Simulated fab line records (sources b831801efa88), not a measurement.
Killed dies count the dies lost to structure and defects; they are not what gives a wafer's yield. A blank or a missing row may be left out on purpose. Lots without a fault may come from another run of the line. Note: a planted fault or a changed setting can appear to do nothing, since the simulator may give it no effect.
Struck lot and sound lot, side by side / flow gf180mcu / 16 steps out of a route of 602
Sound: the wafers L317.4, L317.5, L317.6. Struck: wafer L314.2. (L314.5, L314.6 of the same lot were not struck and are left out.) The cause comes at the end.
Each step with rows lists, per side, the tool, then ch with its chambers, then its first start. Under that, the readings that differ: sound wafers / struck wafers / difference of the means / sigmas: that difference in standard deviations of wafers without a fault.
alike: same words and numbers on both sides, and readings whose means sit less than 2 such deviations apart. not compared: any withheld reading, any reading some wafer has no value for, any bound like >300 that may hide the same value, and any number with overlapping values for which the record gives no deviation.
A row with sigmas, a row that says differs or no value, or rows on one side alone: a step with any of these is where the two part. When numbers do not overlap yet have no deviation, they are printed without sigmas and do not part them. A reading missing from all wafers of one side parts the sides only when that side holds two or more wafers.

GF_SAB_STRIP_13: strips in O2/N2.
  sound on plasma asher-03 ch 0,1, day 20 17:29; struck on plasma asher-02 ch 0, day 19 10:18
reading=rf hours counter h (h); sound=- - -; struck=32; difference=no value on the sound wafers; sigmas=
  alike: drypump motor current A, heater power w, n2 flow sccm, oes product au, strip time to endpoint s
then, 2 steps without rows for these wafers: GF_SALICIDE_CLEAN_00 (cleans in SC1/SC2, time 150 s); GF_SALICIDE_WET_ETCH_01 (etches SiO2 in dHF, target depth 5 nm, time 100 s).
GF_SALICIDE_SPUTTER_02: material Co, target thk 10 nm, time 20 s.
  struck on pvd sputter-02, day 19 10:29; sound on pvd sputter-01, day 20 17:39
  alike: throttle valve pct
GF_SALICIDE_SPUTTER_03: material TiN, target thk 20 nm, time 16.7 s.
  struck on pvd sputter-02, day 19 10:31; sound on pvd sputter-01, day 20 17:41
  alike: throttle valve pct
GF_SALICIDE_RS_MEAS_04: uses a four-point probe to measure.
  struck on film metro-01, day 19 10:34; sound on film metro-02, day 20 17:46
  alike: SALICIDE_TIN_RS
GF_SALICIDE_THK_MEAS_05: measures by xrf.
  struck on film metro-01, day 19 10:40; sound on film metro-02, day 20 17:51
  alike: SALICIDE_TIN_THK
GF_SALICIDE_RTA_06: time 30 s.
  sound on rtp anneal-02 ch 0, day 20 17:56; struck on rtp anneal-02 ch 0, day 19 10:44
  alike: lamp power pct, wafer_temp_C_max
then, 1 step without rows for these wafers: GF_SALICIDE_WET_ETCH_07 (etches the open film in SPM, target depth 120 nm).
GF_SALICIDE_RTA_08: time 30 s.
  sound on rtp anneal-01 ch 0, day 20 18:08; struck on rtp anneal-01 ch 0, day 19 10:55
  alike: lamp power pct, wafer_temp_C_max
then, 1 step without rows for these wafers: GF_CONTACT_CVD_00 (deposits SiO2, target thk 300 nm, time 50 s).
GF_CONTACT_THK_MEAS_01:
  struck on film metro-01, day 19 11:04; sound on film metro-04, day 20 18:15
  alike: CONTACT_CVD_00_THK
GF_CONTACT_CVD_02: deposits SiO2 from TEOS, target thk 860 nm, time 95.992 s.
  sound on pecvd-01 ch 0,1,2, day 20 18:19; struck on pecvd-04 ch 2, day 19 11:07
reading=heater power w (W); sound=657 749 647; struck=894; difference=+210; sigmas=+3
reading=model.SiO2_of_CONTACT_CVD_02.thk nm (nm); sound=883.7 889.4 880.4; struck=1128; difference=+244; sigmas=
GF_CONTACT_THK_MEAS_03:
  struck on film metro-01, day 19 11:11; sound on film metro-01, day 20 18:23
reading=CONTACT_CVD_02_THK (nm); sound=884 889 880; struck=1127; difference=+243; sigmas=+17
GF_CONTACT_CMP_04: polishes SiO2.
  sound on cmp-02 ch 1,2,3, day 20 18:34; struck on cmp-01 ch 3, day 19 11:14
reading=time to endpoint s (s); sound=118 124 129; struck=212; difference=+88; sigmas=+12
  alike: motor current A
GF_CONTACT_BOW_MEAS_05:
  struck on film metro-03, day 19 11:34; sound on film metro-04, day 20 18:46
  alike: CONTACT_BOW

## WHERE THEY PART
At GF_SAB_STRIP_13 first; at GF_CONTACT_CMP_04 last (within this record only). Later steps at which nothing parts them and some readings are alike: GF_CONTACT_BOW_MEAS_05.

WHY: the cause the simulator had injected
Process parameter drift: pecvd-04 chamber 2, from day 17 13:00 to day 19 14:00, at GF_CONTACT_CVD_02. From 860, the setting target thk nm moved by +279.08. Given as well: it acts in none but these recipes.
